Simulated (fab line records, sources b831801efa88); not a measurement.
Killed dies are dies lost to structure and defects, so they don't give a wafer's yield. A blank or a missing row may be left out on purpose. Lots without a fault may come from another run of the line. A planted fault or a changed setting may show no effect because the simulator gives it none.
Problem report in the 8D (eight disciplines) form, filled by code | flow sfq_line | the parts of the form that need people (team, actions taken, sign-off) are left out

1. THE PROBLEM
thk_nm at SFQ_TRILAYER_I7_METRO_MEASURE_185 reads a mean of 220.0 nm on 2 wafers of 2 lots; wafers without a fault read 199.5 nm with a standard deviation of 0.96. That is +21 standard deviations from the usual mean.
First seen on wafer L631.5, day 87 16:58, on film_metro-02. The record holds 42 wafers of 14 lots with a number at this step. Rule for "out", or "out of limits": more than 4 standard deviations from the usual mean. The other wafers with a number count as sound.

2. WHAT IT IS AND WHAT IT IS NOT
question                    | is                           | is not
which readings at this step | thk_nm                       | -
which lots                  | L631, L632                   | L615, L616, L617, L619, L623, L624, L626, L629, L630, L636, L637, L638
which wafers of those lots  | L631.5, L632.3               | L631.3, L631.4, L632.1, L632.6
read on which tools         | film_metro-01, film_metro-02 | film_metro-03
when                        | from day 87 16:58            | up to then (29 sound wafers); but 11 sound wafers of L632, L636, L637, L638 came after

3. SUSPECTS, AND WHAT RULES EACH OUT
Counting: a tool at a process step up to the reading stays a suspect if it ran every lot that is out. Sound lots after the first of them don't rule it out here, since some wafers of a struck lot are sound.
- cmp-01 at SFQ_TRILAYER_I7_CMP_CMP_184 (polishes SiO2): kept. It ran every lot that is out, first L631 (day 87 13:56); its last sound lot up to then is L629 (day 84 22:57).
- Within cmp-01 at SFQ_TRILAYER_I7_CMP_CMP_184: the wafers that are out ran in chamber 0; their sound lot-mates ran in chambers 1, 2.
Left after counting: cmp-01 at SFQ_TRILAYER_I7_CMP_CMP_184.

4. THE CAUSE (what the simulator had put in)
Process parameter drift: cmp-01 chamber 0, from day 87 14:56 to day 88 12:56, at SFQ_TRILAYER_I7_CMP_CMP_184. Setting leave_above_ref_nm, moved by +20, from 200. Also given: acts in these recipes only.
Counting left only this tool.

5. THE CHAIN OF EFFECTS, in route order
Each row: a reading whose mean over the struck wafers that have a number lies more than 3 standard deviations from the usual. Only readings for which the record gives a usual standard deviation are gone through. hours: the time from each lot's start at the first step in this table that gives one to its start at this step, as a median over the lots. sigmas: the change in usual standard deviations.
hours | step                                  | reading        | usual      | on struck wafers | change | sigmas
0     | SFQ_TRILAYER_I7_METRO_MEASURE_185     | thk_nm         | 199.5 nm   | 220.0            | +20.5  | +21
3     | SFQ_TRILAYER_I7_VIA_ETCH_VIA_ETCH_190 | oes_product_au | 0.853 a.u. | 0.905            | +0.052 | +9.4
The process steps in it:
- SFQ_TRILAYER_I7_METRO_MEASURE_185
- SFQ_TRILAYER_I7_VIA_ETCH_VIA_ETCH_190: etches SiO2 in CHF3, stops on Nb, target depth 260 nm.

6. WHAT WOULD HAVE CAUGHT IT SOONER
In this record the first reading out of limits was taken at day 87 16:58, 2 hours after the fault began at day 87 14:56.
Of the tool readings at SFQ_TRILAYER_I7_CMP_CMP_184 for which the record gives a usual standard deviation, none was out on any struck wafer, so an alarm limit of 4 standard deviations on them would not have fired.
All the lots that are out (2) had begun SFQ_TRILAYER_I7_CMP_CMP_184 on cmp-01 by day 87 16:58. A hold on the tool at that time would have spared none of them.
